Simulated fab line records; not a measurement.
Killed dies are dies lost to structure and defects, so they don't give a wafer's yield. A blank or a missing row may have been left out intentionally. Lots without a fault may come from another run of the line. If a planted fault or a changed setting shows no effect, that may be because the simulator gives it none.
fab line records	flow sky130
record lots=6	wafers=18	last-day=50
route steps=708 shown VT_ADJUST_HVTP@93 VT_ADJUST_LVTN@97 PAD_OPEN@708
lots that met no fault: taken from a fault-free run of the same line
start-h: start of the lot's first displayed wafer, in hours after the record's first day	wait-h: how many hours have passed since the lot's step before this one	" unchanged from the row above	L1.1+2: a row that stands for several wafers	- no value, or no start given	* or withheld: withheld	< > ~ a bound
route shown NAME@n: a module of which the file shows steps, and the number in the route of the first	usual: mean and standard deviation over wafers with no fault	same: alike in all rows	chamber/n: place in a boat	sites: readings site by site	_std_site: standard deviation of those values	_edge_site: mean of outer sites minus mean of inner sites	radius-mm: for every site, how far away it sits from the centre of the wafer	mask NAME#n: copy n	behind: the most recent tool/chamber to have shaped the wafer	hold: what put the lot on hold/how long, in hours/how the hold closed	device: whichever transistor did not switch (one of n, p or np)	end of line: the same wafers' tests at the end of the route	a step with no rows: only its recipe	killed: dies that structure and defects cost at the first sort, which is not the same as the wafer's yield	map: per-die view of a wafer (x killed, . not killed, _ where there is no die)
set.NAME: the setting the step ran with; set.NAME@STEP: the setting that earlier step ran with	model.NAME: the simulator's own value behind a step, which no gauge read
certain route steps with their lots: each step a table, each wafer a row
services: when a tool's chamber went out of use (start-h, in hours from the record's first day, below 0 if earlier), for how many hours, and the reason
## steps
# step SKY_VT_ADJUST_HVTP_OVL_MEAS_08
# usual VT_ADJUST_HVTP_OVL=0.7/1.4
lot.wafer	tool	chamber	start-h	wait-h	VT_ADJUST_HVTP_OVL[nm]
L899.2	overlay-02	-	216.40	0.1	-1.0
L899.4	"	-	"	"	-2.2
L899.6	"	-	"	"	-0.2
L901.3	overlay-01	-	222.56	0.1	-0.9
L901.4	"	-	"	"	-0.3
L901.6	"	-	"	"	1.4
L904.2	overlay-02	-	240.10	0.1	-1.8
L904.4	"	-	"	"	-1.5
L904.5	"	-	"	"	-1.3
L905.1	overlay-01	-	248.34	0.1	1.6
L905.3	"	-	"	"	0.3
L905.6	"	-	"	"	1.2
L906.1	overlay-02	-	254.94	0.1	3.0
L906.2	"	-	"	"	3.1
L906.4	"	-	"	"	2.5
L907.1	overlay-01	-	263.54	0.1	1.1
L907.2	"	-	"	"	0.4
L907.4	"	-	"	"	1.4
# step SKY_VT_ADJUST_HVTP_IMPLANT_09
# recipe species=As	energy-kev=150	dose-cm2=4.3e+12	tilt-deg=withheld
# step SKY_VT_ADJUST_HVTP_STRIP_10
# recipe chemistry=O2/N2	power-w=1400	pressure-mtorr=1500	platen-temp-c=withheld	o2-flow-sccm=3000	n2-flow-sccm=300	overash-fraction=0.5
# usual drypump-motor-current-A=5.7/0.38	oes-product-au=0.716/0.0038	strip-time-to-endpoint-s=14.14/0.038
lot.wafer	tool	chamber	start-h	wait-h	drypump-motor-current-A	oes-product-au	rf-hours-counter-h	strip-time-to-endpoint-s
L899.2	plasma-asher-04	0	216.58	0.1	5.6	0.712	54	14.15
L899.4	"	1	"	"	6.0	0.724	-	14.18
L899.6	"	0	"	"	5.6	0.716	-	14.11
L901.3	plasma-asher-04	0	222.77	0.1	5.6	0.715	-	14.08
L901.4	"	1	"	"	6.0	0.717	-	14.11
L901.6	"	1	"	"	6.0	0.719	-	14.14
L904.2	plasma-asher-02	0	240.28	0.1	5.3	0.716	43	14.08
L904.4	"	1	"	"	6.2	0.709	-	14.05
L904.5	"	1	"	"	6.2	0.706	-	14.10
L905.1	plasma-asher-03	0	248.53	0.1	6.0	0.718	11	14.14
L905.3	"	0	"	"	6.0	0.713	-	14.13
L905.6	"	1	"	"	5.3	0.714	-	14.14
L906.1	plasma-asher-03	0	255.13	0.1	6.0	0.716	12	14.16
L906.2	"	1	"	"	5.3	0.716	12	14.11
L906.4	"	1	"	"	5.3	0.717	-	14.13
L907.1	plasma-asher-02	1	263.73	0.1	6.2	0.709	46	14.07
L907.2	"	0	"	"	5.3	0.718	46	14.09
L907.4	"	1	"	"	6.1	0.714	-	14.05
# step SKY_VT_ADJUST_HVTP_TW_MEAS_11
# usual VT_ADJUST_HVTP_TW=1343/8.2
lot.wafer	tool	chamber	start-h	wait-h	VT_ADJUST_HVTP_TW
L899.2	film-metro-03	-	216.69	0.1	1350
L899.4	"	-	"	"	1347
L899.6	"	-	"	"	1356
L901.3	film-metro-01	-	222.86	0.1	1345
L901.4	"	-	"	"	1346
L901.6	"	-	"	"	1344
L904.2	film-metro-01	-	240.39	0.1	1346
L904.4	"	-	"	"	1337
L904.5	"	-	"	"	1344
L905.1	film-metro-04	-	248.63	0.1	1344
L905.3	"	-	"	"	1338
L905.6	"	-	"	"	1344
L906.1	film-metro-04	-	255.23	0.1	1344
L906.2	"	-	"	"	1344
L906.4	"	-	"	"	1344
L907.1	film-metro-04	-	263.83	0.1	1337
L907.2	"	-	"	"	1332
L907.4	"	-	"	"	1340
# step SKY_VT_ADJUST_LVTN_DEHYDRATE_00
# recipe temp-c=200	time-s=60
# step SKY_VT_ADJUST_LVTN_HMDS_01
# recipe prime-time-s=60	prime-temp-c=120
# step SKY_VT_ADJUST_LVTN_COAT_02
# recipe spin-rpm=2000	resist-thk-nm=3000
# step SKY_VT_ADJUST_LVTN_SOFTBAKE_03
# recipe temp-c=110	time-s=withheld
# step SKY_VT_ADJUST_LVTN_EXPOSE_04
# recipe mask-id=NWM_COMPLEMENT_LESS_NATIVE	na=0.6	source-shape=conventional	sigma-outer=0.6	polarization=unpolarized	target-cd-nm=840	dose-mj=194
# step SKY_VT_ADJUST_LVTN_PEB_05
# recipe temp-c=115	time-s=withheld
# step SKY_VT_ADJUST_LVTN_DEVELOP_06
# recipe wall-angle-deg=90	developer=TMAH	develop-time-s=60	dev-temp-c=23
# step SKY_VT_ADJUST_LVTN_OVL_MEAS_07
# usual VT_ADJUST_LVTN_OVL=-0.3/1.6
lot.wafer	tool	chamber	start-h	wait-h	VT_ADJUST_LVTN_OVL[nm]
L899.2	overlay-01	-	238.83	-	2.2
L899.4	"	-	"	"	0.0
L899.6	"	-	"	"	-1.2
L901.3	overlay-01	-	245.68	-	-1.3
L901.4	"	-	"	"	-0.7
L901.6	"	-	"	"	0.2
L904.2	overlay-02	-	263.53	-	-1.3
L904.4	"	-	"	"	-2.0
L904.5	"	-	"	"	-2.5
L905.1	overlay-02	-	271.96	-	-0.8
L905.3	"	-	"	"	-1.6
L905.6	"	-	"	"	-3.9
L906.1	overlay-01	-	278.87	-	0.4
L906.2	"	-	"	"	-0.2
L906.4	"	-	"	"	0.1
L907.1	overlay-02	-	287.46	-	-0.7
L907.2	"	-	"	"	-1.7
L907.4	"	-	"	"	-3.2
# step SKY_VT_ADJUST_LVTN_IMPLANT_08
# recipe species=B	energy-kev=30	dose-cm2=1.57e+12	tilt-deg=withheld
# usual dose-ions-cm2=1.57e+12/1.6e+09	faraday-current-uA=8.86/0.18
lot.wafer	tool	chamber	start-h	wait-h	dose-ions-cm2	faraday-current-uA
L899.2	implanter-02	0	238.88	0.0	1.5704e+12	8.99
L899.4	"	0	"	"	1.5709e+12	8.78
L899.6	"	0	"	"	1.57e+12	8.76
L901.3	implanter-04	0	245.76	0.1	1.5678e+12	8.64
L901.4	"	0	"	"	1.5681e+12	8.52
L901.6	"	0	"	"	1.5673e+12	8.57
L904.2	implanter-02	0	263.58	0.0	2.5019e+12	13.92
L904.4	"	0	"	"	2.4992e+12	14.07
L904.5	"	0	"	"	2.4996e+12	14.08
L905.1	implanter-01	0	272.00	0.0	1.57e+12	8.92
L905.3	"	0	"	"	1.5702e+12	8.80
L905.6	"	0	"	"	1.5714e+12	8.61
L906.1	implanter-02	0	278.91	0.0	2.5011e+12	14.64
L906.2	"	0	"	"	2.4985e+12	14.21
L906.4	"	0	"	"	2.5005e+12	14.17
L907.1	implanter-04	0	287.50	0.0	1.5725e+12	8.92
L907.2	"	0	"	"	1.5722e+12	8.93
L907.4	"	0	"	"	1.5689e+12	8.96
# step SKY_VT_ADJUST_LVTN_STRIP_09
# recipe chemistry=O2/N2	power-w=1400	pressure-mtorr=1500	platen-temp-c=withheld	o2-flow-sccm=3000	n2-flow-sccm=300	overash-fraction=0.5
# usual drypump-motor-current-A=5.77/0.28	oes-product-au=0.723/0.0045	strip-time-to-endpoint-s=36.97/0.13
lot.wafer	tool	chamber	start-h	wait-h	drypump-motor-current-A	oes-product-au	rf-hours-counter-h	strip-time-to-endpoint-s
L899.2	plasma-asher-02	0	239.01	0.1	5.29	0.720	43	37.01
L899.4	"	0	"	"	5.31	0.729	-	36.95
L899.6	"	0	"	"	5.29	0.717	-	36.95
L901.3	plasma-asher-04	1	245.89	0.1	5.99	0.725	-	36.99
L901.4	"	0	"	"	5.58	0.719	-	36.97
L901.6	"	0	"	"	5.59	0.732	-	36.96
L904.2	plasma-asher-04	0	263.71	0.1	5.59	0.725	59	36.74
L904.4	"	1	"	"	6.01	0.721	-	36.76
L904.5	"	1	"	"	6.01	0.718	-	36.81
L905.1	plasma-asher-01	0	272.15	0.1	5.84	0.709	57	36.86
L905.3	"	0	"	"	5.83	0.730	-	36.99
L905.6	"	1	"	"	5.70	0.718	-	36.95
L906.1	plasma-asher-01	1	279.06	0.1	5.71	0.718	57	36.88
L906.2	"	0	"	"	5.85	0.731	57	36.85
L906.4	"	0	"	"	5.85	0.721	-	36.86
L907.1	plasma-asher-01	0	287.65	0.1	5.86	0.725	58	37.17
L907.2	"	1	"	"	5.71	0.719	58	37.17
L907.4	"	0	"	"	5.83	0.728	-	37.18
# step SKY_VT_ADJUST_LVTN_TW_MEAS_10
# usual VT_ADJUST_LVTN_TW=238.7/1.4
lot.wafer	tool	chamber	start-h	wait-h	VT_ADJUST_LVTN_TW
L899.2	film-metro-03	-	239.12	0.1	239.3
L899.4	"	-	"	"	239.9
L899.6	"	-	"	"	241.0
L901.3	film-metro-02	-	245.98	0.1	240.6
L901.4	"	-	"	"	238.6
L901.6	"	-	"	"	239.2
L904.2	film-metro-03	-	263.82	0.1	273.8
L904.4	"	-	"	"	272.8
L904.5	"	-	"	"	273.8
L905.1	film-metro-02	-	272.25	0.1	239.0
L905.3	"	-	"	"	240.0
L905.6	"	-	"	"	238.4
L906.1	film-metro-03	-	279.16	0.1	274.4
L906.2	"	-	"	"	275.3
L906.4	"	-	"	"	276.6
L907.1	film-metro-04	-	287.75	0.1	236.8
L907.2	"	-	"	"	236.4
L907.4	"	-	"	"	236.5
# step SKY_VT_ADJUST_LVTN_DEHYDRATE_11
# recipe temp-c=200	time-s=60
# step SKY_PAD_OPEN_PROBE_99
# usual killed_at_M0_to_M3=42/6.6	killed_at_M4_up=3.0/1.7	killed-at-contacts=24/5.3	killed-at-front-end=15/4.5	killed-at-other=0.2/0.49	killed-dies=83/9	killed-open=45/6.9	killed-short=38/5.8
# same gross-dies=492	killed-at-back-side=0
lot.wafer	tool	chamber	start-h	wait-h	killed_at_M0_to_M3	killed_at_M4_up	killed-at-contacts	killed-at-front-end	killed-at-other	killed-dies	killed-open	killed-short	model.etest.nfet_01v8_lvt.drive-ua-um	model.etest.nfet_01v8_lvt.vt-sat-v	model.etest.nfet_01v8.vt-sat-v	model.etest.nfet_01v8_swapped.vt-sat-v	model.etest.nfet_01v8_turned.vt-sat-v	model.etest.nfet_01v8_lvt.vt-v	model.etest.nfet_01v8_lvt.vt-long-v	model.etest.nfet_01v8_swapped.vt-v
L901.3	prober-01	-	1168.54	0.2	54	3	34	22	0	113	65	48	592.3	0.5315	0.6426	0.6436	0.6432	0.6088	0.442	0.6974
L901.4	prober-01	-	1168.59	0.2	50	2	29	21	1	103	63	40	583.4	0.5355	0.6463	0.6446	0.6448	0.6045	0.437	0.6944
L901.6	prober-01	-	1168.69	0.2	42	2	27	13	1	85	45	39	616.2	0.5155	0.6281	0.6294	0.6274	0.5985	0.4338	0.6851
L899.2	prober-02	-	1171.13	0.1	39	6	27	20	0	92	42	50	571.3	0.5476	0.6575	0.6571	0.6591	0.6154	0.4429	0.7061
L899.4	prober-02	-	1171.23	0.2	36	2	29	19	0	86	42	44	585.8	0.5338	0.6415	0.6425	0.6437	0.6059	0.4358	0.6933
L899.6	prober-02	-	1171.33	0.2	35	3	23	23	0	84	46	38	578.4	0.5373	0.6478	0.6499	0.649	0.6127	0.4418	0.7019
L904.2	prober-02	-	1186.05	0.1	50	5	31	14	0	100	52	45	558.2	0.5595	0.6602	0.6596	0.661	0.6221	0.4529	0.7097
L904.4	prober-02	-	1186.15	0.2	39	4	26	19	1	89	46	41	569.8	0.5516	0.6537	0.6599	0.6565	0.6254	0.4582	0.71
L904.5	prober-02	-	1186.20	0.2	42	4	20	9	1	76	42	33	543.3	0.5622	0.6663	0.6704	0.6683	0.6286	0.4588	0.7162
L907.1	prober-02	-	1193.10	0.1	38	1	31	16	0	86	46	40	593.3	0.5238	0.6351	0.6389	0.6399	0.6042	0.4374	0.6912
L907.2	prober-02	-	1193.15	0.1	42	1	21	11	0	75	34	41	588.7	0.5293	0.6374	0.6445	0.6447	0.6102	0.4375	0.6951
L907.4	prober-02	-	1193.25	0.2	45	3	25	12	1	86	40	46	587.9	0.5223	0.6425	0.6408	0.6398	0.6038	0.4361	0.6969
L906.1	prober-01	-	1194.13	0.1	37	3	21	12	1	74	46	27	559.6	0.5608	0.6642	0.6659	0.6668	0.621	0.4566	0.7134
L906.2	prober-01	-	1194.18	0.1	48	1	17	9	0	75	33	42	539.8	0.5749	0.6747	0.677	0.6787	0.6359	0.4634	0.7193
L906.4	prober-01	-	1194.28	0.2	41	3	25	14	1	84	39	45	559.5	0.5615	0.66	0.6698	0.6659	0.6291	0.4604	0.7142
L905.1	prober-01	-	1196.87	0.1	48	2	26	22	0	98	62	36	587.2	0.5229	0.6379	0.6419	0.6395	0.6016	0.4378	0.6917
L905.3	prober-01	-	1196.97	0.2	43	3	12	13	0	71	41	30	578.5	0.5292	0.6497	0.6527	0.6545	0.611	0.4438	0.7055
L905.6	prober-01	-	1197.12	0.2	39	1	21	12	0	73	43	30	589.8	0.5245	0.6385	0.6443	0.643	0.6031	0.4361	0.6917
# killed by level:class
L901.3 LI_CONTACT:geometric-particle:open=16 VIA1:geometric-particle:open=11 VIA2:geometric-particle:open=10 METAL2:geometric-particle:short=10 POLY_GATE:geometric-particle:open=7 CONTACT:geometric-particle:open=7 METAL1:geometric-particle:short=7 POLY_GATE:geometric-particle:short=6
L901.4 CONTACT:geometric-particle:open=18 VIA1:geometric-particle:open=14 METAL2:geometric-particle:short=8 METAL1:geometric-particle:short=7 VIA3:geometric-particle:open=7 FIELD_ISO:geometric-particle:open=5 POLY_GATE:geometric-particle:open=5 POLY_GATE:geometric-particle:short=4
L901.6 LI_CONTACT:geometric-particle:open=9 CONTACT:geometric-particle:open=9 METAL1:geometric-particle:short=8 VIA2:geometric-particle:open=8 VIA1:geometric-particle:open=7 CONTACT:geometric-particle:short=6 VIA1:geometric-particle:short=5 METAL3:geometric-particle:short=5
L899.2 VIA2:geometric-particle:open=10 CONTACT:geometric-particle:open=8 CONTACT:geometric-particle:short=8 METAL1:geometric-particle:short=8 POLY_GATE:geometric-particle:short=6 LI_CONTACT:geometric-particle:open=6 VIA1:geometric-particle:open=6 LOCAL_INTERCONNECT:geometric-particle:short=5
L899.4 CONTACT:geometric-particle:open=10 VIA1:geometric-particle:open=9 LOCAL_INTERCONNECT:geometric-particle:short=7 FIELD_ISO:geometric-particle:short=6 LI_CONTACT:geometric-particle:open=5 METAL2:geometric-particle:short=5 CONTACT:geometric-particle:short=4 METAL1:geometric-particle:short=4
L899.6 VIA2:geometric-particle:open=10 FIELD_ISO:geometric-particle:short=7 LI_CONTACT:geometric-particle:open=7 VIA1:geometric-particle:open=7 CONTACT:geometric-particle:short=5 POLY_GATE:geometric-particle:short=4 SPACER:geometric-particle:short=4 LOCAL_INTERCONNECT:geometric-particle:short=4
L904.2 CONTACT:geometric-particle:open=12 VIA3:geometric-particle:open=10 METAL2:geometric-particle:short=9 METAL1:geometric-particle:short=7 VIA1:geometric-particle:open=7 LI_CONTACT:geometric-particle:open=6 CONTACT:geometric-particle:short=6 FIELD_ISO:geometric-particle:open=5
L904.4 VIA1:geometric-particle:open=13 CONTACT:geometric-particle:open=10 FIELD_ISO:geometric-particle:short=4 LOCAL_INTERCONNECT:geometric-particle:short=4 POLY_GATE:geometric-particle:open=4 LI_CONTACT:geometric-particle:short=4 METAL1:geometric-particle:short=4 METAL2:geometric-particle:short=4
L904.5 VIA1:geometric-particle:open=10 CONTACT:geometric-particle:open=8 VIA3:geometric-particle:open=7 LI_CONTACT:geometric-particle:open=6 METAL1:geometric-particle:short=5 METAL2:geometric-particle:short=4 VIA1:geometric-particle:short=4 VIA2:geometric-particle:short=4
L907.1 LI_CONTACT:geometric-particle:open=10 CONTACT:geometric-particle:open=8 LI_CONTACT:geometric-particle:short=7 VIA1:geometric-particle:open=7 FIELD_ISO:geometric-particle:short=6 METAL2:geometric-particle:short=6 FIELD_ISO:geometric-particle:open=5 VIA1:geometric-particle:short=5
L907.2 VIA1:geometric-particle:open=9 METAL2:geometric-particle:short=8 LI_CONTACT:geometric-particle:open=7 FIELD_ISO:geometric-particle:short=5 VIA2:geometric-particle:short=5 LOCAL_INTERCONNECT:geometric-particle:short=4 CONTACT:geometric-particle:short=4 CONTACT:geometric-particle:open=4
L907.4 METAL1:geometric-particle:short=9 VIA3:geometric-particle:open=9 LI_CONTACT:geometric-particle:open=7 VIA1:geometric-particle:open=7 CONTACT:geometric-particle:short=6 CONTACT:geometric-particle:open=5 VIA1:geometric-particle:short=5 LOCAL_INTERCONNECT:geometric-particle:short=4
L906.1 VIA1:geometric-particle:open=10 CONTACT:geometric-particle:open=8 LI_CONTACT:geometric-particle:open=7 VIA3:geometric-particle:open=5 POLY_GATE:geometric-particle:open=4 VIA2:geometric-particle:open=4 VIA3:geometric-particle:short=4 METAL1:geometric-particle:short=3
L906.2 VIA1:geometric-particle:open=11 CONTACT:geometric-particle:open=7 METAL1:geometric-particle:short=7 VIA3:geometric-particle:short=6 VIA1:geometric-particle:short=6 VIA2:geometric-particle:open=5 METAL2:geometric-particle:short=5 FIELD_ISO:geometric-particle:open=4
L906.4 VIA1:geometric-particle:open=10 VIA3:geometric-particle:open=8 LI_CONTACT:geometric-particle:open=5 LOCAL_INTERCONNECT:geometric-particle:short=5 CONTACT:geometric-particle:open=5 CONTACT:geometric-particle:short=5 METAL1:geometric-particle:short=5 METAL2:geometric-particle:short=5
L905.1 VIA1:geometric-particle:open=15 CONTACT:geometric-particle:open=9 VIA2:geometric-particle:open=9 FIELD_ISO:geometric-particle:short=7 POLY_GATE:geometric-particle:open=6 CONTACT:geometric-particle:short=6 LI_CONTACT:geometric-particle:open=6 VIA3:geometric-particle:open=5
L905.3 VIA1:geometric-particle:open=9 VIA3:geometric-particle:open=7 CONTACT:geometric-particle:open=6 VIA2:geometric-particle:open=6 METAL1:geometric-particle:short=5 POLY_GATE:geometric-particle:open=4 FIELD_ISO:geometric-particle:short=3 METAL1:geometric-particle:open=3
L905.6 VIA1:geometric-particle:open=9 CONTACT:geometric-particle:open=8 VIA2:geometric-particle:open=7 VIA1:geometric-particle:short=6 LI_CONTACT:geometric-particle:short=5 FIELD_ISO:geometric-particle:open=4 VIA3:geometric-particle:open=4 VIA2:geometric-particle:short=4
## services
tool	chamber	start-h	hours	kind
plasma-asher-04	-	208.02	0.7	repair
implanter-02	-	230.23	4.6	repair
plasma-asher-03	-	275.73	1.2	repair
implanter-01	-	275.99	5.2	repair
implanter-01	-	284.46	5.1	repair
## key
first-sign step=SKY_VT_ADJUST_LVTN_IMPLANT_08	reading=dose-ions-cm2	direction=up	sigmas=99+	usual=*	struck=*
effect step=SKY_VT_ADJUST_LVTN_IMPLANT_08	reading=faraday-current-uA	direction=up	sigmas=29	usual=8.86	struck=14.18
effect step=SKY_VT_ADJUST_LVTN_TW_MEAS_10	reading=VT_ADJUST_LVTN_TW	direction=up	sigmas=26	usual=238.7	struck=274.4
model-effect step=SKY_PAD_OPEN_PROBE_99	value=etest.nfet_01v8_lvt.drive-ua-um	without=579.8	struck=555
met-at SKY_VT_ADJUST_LVTN_IMPLANT_08
struck-wafers L904.2,L904.4,L904.5,L906.1,L906.2,L906.4
tester-left-out L904,L906
onset-between 238.88 263.58
fault kind=process-parameter-drift	tool=implanter-02	chamber=-	onset-h=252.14	steps=SKY_VT_ADJUST_LVTN_IMPLANT_08	channel=dose-cm2	offset=*	shape=step	end-h=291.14	acts-in=*	stated=*
# tester-left-out: of these lots the tester's yield and bins aren't shown, on N5 and GAA mostly nor the transistor test; their killed dies are dies lost to structure and defects alone, not to doping, threshold or leakage, so they don't give the yield
